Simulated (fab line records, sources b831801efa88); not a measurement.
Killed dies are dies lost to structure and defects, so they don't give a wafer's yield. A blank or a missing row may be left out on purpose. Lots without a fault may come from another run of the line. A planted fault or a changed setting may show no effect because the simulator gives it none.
A struck lot beside a sound one | flow sky130 | 44 steps out of a route of 708
Sound: wafers L571.1, L571.3, L571.5. Struck: wafers L588.1, L588.2, L588.4. The cause comes at the end.
At each step with rows: each side's tool, then ch and its chambers, then its first start. Under that, the readings that differ: sound wafers | struck wafers | difference of the means | sigmas: that difference in standard deviations of wafers without a fault.
alike: readings whose means differ by less than 2 such deviations, and words and numbers that are the same on both sides. not compared: withheld readings, readings that some wafer has no value for, bounds like >300 that may hide the same value, and numbers for which the record gives no deviation and whose values overlap.
The two part at a step that has a row with sigmas, a row that says differs or no value, or rows on one side only. Numbers that don't overlap but have no deviation are shown without sigmas and don't part them. A reading that every wafer of one side lacks parts them only if that side has two wafers or more.

first, 1 step without rows for these wafers: SKY_SONOS_ONO_CVD_04 (deposits SiO2 from SiH4/N2O, target thk 5.7199 nm).
SKY_SONOS_ONO_THK_MEAS_05:
  sound on film_metro-03, day 11 17:16; struck on film_metro-03, day 17 07:57
  alike: SONOS_ONO_CVD_04_THK
then, 7 steps without rows for these wafers: SKY_SONOS_ONO_DEHYDRATE_06 (time 60 s); SKY_SONOS_ONO_HMDS_07 (prime time 60 s); SKY_SONOS_ONO_COAT_08 (resist thk 1140 nm); SKY_SONOS_ONO_SOFTBAKE_09 (time 60 s); SKY_SONOS_ONO_EXPOSE_10 (exposes mask ONOM, target cd 410 nm); SKY_SONOS_ONO_PEB_11; SKY_SONOS_ONO_DEVELOP_12 (develop time 60 s).
SKY_SONOS_ONO_CD_MEAS_13: target cd 410 nm.
  sound on cd_sem-02, day 12 16:52; struck on cd_sem-02, day 18 13:31
  alike: cd_nm
SKY_SONOS_ONO_OVL_MEAS_14:
  sound on overlay-02, day 12 16:59; struck on overlay-02, day 18 13:38
  alike: SONOS_ONO_OVL
SKY_SONOS_ONO_ETCH_15: etches the open film in CHF3/O2, target depth 19.52 nm, time 7.8 s.
  sound on rie_diel-03 ch 0,2,3, day 12 17:02; struck on rie_diel-03 ch 0,2,3, day 18 13:41
  alike: drypump_motor_current_A, oes_product_au, throttle_valve_pct
  not compared: rf_hours_counter_h
SKY_SONOS_ONO_WET_ETCH_16: etches SiO2 in dHF, target depth 14 nm, time 280 s.
  sound on wet_bench-03 ch 2, day 12 17:03; struck on wet_bench-03 ch 1, day 18 13:42
  reading                                    | sound           | struck            | difference | sigmas
  run_length_s (s)                           | 313 313 313     | 136 136 136       | -177       | -51
  model.SiO2_of_FIELD_ISO_CVD_24.thk_nm (nm) | 385 384.8 385.5 | 393.8 393.6 393.1 | +8.4       |
  alike: bath_heat_duty_pct
SKY_SONOS_ONO_STRIP_17: strips in O2/N2.
  sound on plasma_asher-04 ch 0,1, day 12 17:08; struck on plasma_asher-01 ch 0,1, day 18 13:47
  alike: drypump_motor_current_A, oes_product_au, strip_time_to_endpoint_s
  not compared: rf_hours_counter_h
then, 3 steps without rows for these wafers: SKY_SONOS_ONO_WET_ETCH_18 (etches Si3N4 in H3PO4, target depth 15 nm, time 172 s); SKY_GATE_OXIDE_CLEAN_00 (cleans in SC1/SC2, time 150 s); SKY_GATE_OXIDE_OXIDATION_01 (stabilise 600 s, purge 300 s, target thk 10.268 nm).
SKY_GATE_OXIDE_THK_MEAS_02:
  sound on film_metro-02, day 12 21:04; struck on film_metro-03, day 18 16:46
  alike: GATE_OXIDE_OXIDATION_00_THK
then, 7 steps without rows for these wafers: SKY_GATE_OXIDE_DEHYDRATE_03 (time 60 s); SKY_GATE_OXIDE_HMDS_04 (prime time 60 s); SKY_GATE_OXIDE_COAT_05 (resist thk 1140 nm); SKY_GATE_OXIDE_SOFTBAKE_06 (time 60 s); SKY_GATE_OXIDE_EXPOSE_07 (exposes mask LVOM, target cd 600 nm); SKY_GATE_OXIDE_PEB_08; SKY_GATE_OXIDE_DEVELOP_09 (develop time 60 s).
SKY_GATE_OXIDE_OVL_MEAS_10:
  sound on overlay-02, day 13 21:36; struck on overlay-01, day 19 22:52
  alike: GATE_OXIDE_OVL
then, 2 steps without rows for these wafers: SKY_GATE_OXIDE_IMPLANT_11; SKY_GATE_OXIDE_WET_ETCH_12 (etches SiO2 in dHF, target depth 16.8 nm, time 336 s).
SKY_GATE_OXIDE_STRIP_13: strips in O2/N2.
  sound on plasma_asher-03 ch 0, day 13 21:53; struck on plasma_asher-04 ch 0,1, day 19 23:10
  alike: drypump_motor_current_A, oes_product_au, strip_time_to_endpoint_s
  not compared: rf_hours_counter_h
SKY_GATE_OXIDE_TW_MEAS_14:
  sound on film_metro-01, day 13 21:59; struck on film_metro-02, day 19 23:16
  alike: GATE_OXIDE_TW
then, 3 steps without rows for these wafers: SKY_GATE_OXIDE_CLEAN_15 (cleans in SC1/SC2, time 150 s); SKY_GATE_OXIDE_OXIDATION_16 (stabilise 600 s, purge 300 s, target thk 3.57 nm); SKY_POLY_GATE_CVD_00 (deposits poly-Si, target thk 180 nm, time 720 s).
SKY_POLY_GATE_THK_MEAS_01:
  sound on film_metro-02, day 14 00:50; struck on film_metro-01, day 20 02:06
  alike: POLY_GATE_CVD_00_THK
then, 8 steps without rows for these wafers: SKY_RES_PROTECT_DEHYDRATE_00 (time 60 s); SKY_RES_PROTECT_HMDS_01 (prime time 60 s); SKY_RES_PROTECT_COAT_02 (resist thk 1140 nm); SKY_RES_PROTECT_SOFTBAKE_03 (time 60 s); SKY_RES_PROTECT_EXPOSE_04 (exposes mask RPM, target cd 1270 nm); SKY_RES_PROTECT_PEB_05; SKY_RES_PROTECT_DEVELOP_06 (develop time 60 s); SKY_POLY_GATE_IMPLANT_02.
-- the record jumps here: 13 days lie between the struck wafers' starts before and after (it left off in module POLY_GATE and takes up again in module SALICIDE, whose first step shown is number 361 of the route) --
SKY_SALICIDE_CLEAN_00: cleans in HF-last, time 30 s.
  sound on wet_bench-01 ch 1, day 27 20:38; struck on wet_bench-01 ch 0, day 33 14:04
  reading                                    | sound             | struck            | difference | sigmas
  model.SiO2_of_FIELD_ISO_CVD_24.thk_nm (nm) | 359.5 359.4 360.2 | 368.4 368.1 367.8 | +8.4       |
-- the record jumps here: 16 days lie between the struck wafers' starts before and after (it left off in module SALICIDE and takes up again in module PAD_OPEN, whose first step shown is number 708 of the route) --
SKY_PAD_OPEN_PROBE_99:
  sound on prober-02, day 45 13:37; struck on prober-02, day 49 13:41
  reading                                   | sound                   | struck                  | difference | sigmas
  killed_at_front_end                       | 21 14 25                | 14 9 11                 | -9         | -2
  killed_dies                               | 107 85 97               | 67 78 79                | -22        | -2
  model.etest.field_n.vt_v (V)              | 35.91 36.26 35.88       | 36.29 36.66 37.26       | +0.72      |
  model.etest.sram_nfet_pass.off_log10_a_um | -12.65 -12.91 -12.74    | -13.27 -13.36 -13.43    | -0.59      |
  model.etest.sram_nfet_pass.vt_sat_v (V)   | 0.5699 0.5892 0.5732    | 0.6179 0.6308 0.6301    | +0.0488    |
  model.etest.sram_nfet_pass.vt_v (V)       | 0.6633 0.6812 0.669     | 0.7214 0.7298 0.7338    | +0.0572    |
  model.etest.pfet_01v8_lvt.vt_sat_v (V)    | -0.4359 -0.4406 -0.4428 | -0.4693 -0.4732 -0.4654 | -0.0295    |
  model.etest.pfet_16v.vt_v (V)             | -1.087 -1.094 -1.094    | -1.12 -1.134 -1.133     | -0.04      |
  model.etest.pfet_01v8_lvt.vt_v (V)        | -0.5295 -0.5334 -0.5322 | -0.5569 -0.5603 -0.5544 | -0.0255    |
  alike: killed_at_M0_to_M3, killed_at_M4_up, killed_at_contacts, killed_at_other, killed_open, killed_short
  not compared: model.etest.cap_li_to_poly.c_af_um2

WHERE THEY PART
First at SKY_SONOS_ONO_WET_ETCH_16; last, within this record, at SKY_PAD_OPEN_PROBE_99.

WHY: what the simulator had put in
Process parameter drift: wet_bench-03, from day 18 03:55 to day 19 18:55, at SKY_SONOS_ONO_WET_ETCH_16. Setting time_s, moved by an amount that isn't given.
